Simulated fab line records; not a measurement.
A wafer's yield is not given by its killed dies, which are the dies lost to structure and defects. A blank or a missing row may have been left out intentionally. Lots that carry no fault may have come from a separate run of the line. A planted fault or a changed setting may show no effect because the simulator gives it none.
Problem report, 8D (eight disciplines) form, completed by code    flow gf180mcu    the parts of the form that need people (team, actions taken, sign-off) are left out

1. THE ISSUE
Mean of cd_nm at GF_TOP_METAL_CD_MEAS_14: 457.8 nm across 6 wafers in 2 lots; on wafers with no fault it is 439.9 nm (standard deviation 2.5). That is +7.2 standard deviations from the usual mean.
The step: target cd 440 nm.
The first sign was on wafer L159.1 at day 33 08:00, on cd_sem-01. At this step, 33 wafers from 11 lots have a number in the record. The rule behind "out" and "out of limits": a value lying over 4 standard deviations away from the usual mean. Any other wafer with a number is counted as sound.

2. WHAT THIS IS AND IS NOT
question                     is                      is not
which readings at this step  cd_nm                   -
which lots                   L159, L161              L144, L148, L150, L151, L152, L153, L163, L164, L165
which wafers of those lots   all that have a number  -
read on which gauges         cd_sem-01               cd_sem-02
when                         from day 33 08:00       up to then (18 sound wafers); but 9 sound wafers of L163, L164, L165 came after

3. SUSPECTS, AND WHAT RULES EACH OUT
Counting: a tool at any process step up to the reading remains a suspect when it ran all the lots that are out and ran no sound lot after the first of those.
- the gauge at GF_TOP_METAL_CD_MEAS_14 has been ruled out. All the wafers that are out were read on cd_sem-01, but those of them that GF_TOP_METAL_COAT_09 has rows for are out there too, on other tools.
- litho_track-04 at GF_TOP_METAL_COAT_09 (resist thk 1500 nm): kept. All lots that are out passed through it, beginning with L159 at day 33 00:00, and no sound lot followed; its final sound lot before that point was L153 at day 30 23:12. Out on those wafers are its own readings of spin_speed_rpm.
The count leaves litho_track-04 at GF_TOP_METAL_COAT_09.

4. THE CAUSE (what the simulator had put in)
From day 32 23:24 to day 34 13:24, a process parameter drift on litho_track-04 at GF_TOP_METAL_COAT_09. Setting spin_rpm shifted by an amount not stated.
Only this tool survived the counting.

5. SEQUENCE OF EFFECTS, ordered by route
Each row: a reading where the mean over the struck wafers with a number is more than 3 standard deviations away from the usual. Only readings whose record carries a usual standard deviation are examined. hours: median over the lots of the time between each lot's start at the first step of this table that gives one and its start at this step. sigmas: the change, counted in usual standard deviations.
hours  step                     reading                   usual       on struck wafers  change  sigmas
0      GF_TOP_METAL_COAT_09     spin_speed_rpm            2999.7 rpm  2220.2            -779.5  -99 or more
8      GF_TOP_METAL_CD_MEAS_14  cd_nm                     439.9 nm    457.8             +17.9   +7.2
14     GF_TOP_METAL_STRIP_17    strip_time_to_endpoint_s  12.92 s     15.71             +2.79   +31
Here are the process steps it includes:
- GF_TOP_METAL_COAT_09: resist thk 1500 nm.
- GF_TOP_METAL_STRIP_17: strips in O2/N2.

6. WHAT WOULD HAVE CAUGHT IT SOONER
9 hours passed between the start of the fault at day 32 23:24 and the first reading out of limits at a measuring or inspecting step in this record, taken at day 33 08:00.
At GF_TOP_METAL_COAT_09, the tool's own readings (spin_speed_rpm) were out on each struck wafer the step has a row for, so an alarm limit on them would have fired on the first such wafer.
Each of the lots that are out, 2 in all, had begun GF_TOP_METAL_COAT_09 on litho_track-04 no later than day 33 08:00. Had the tool been put on hold then, not one of them would have been saved.
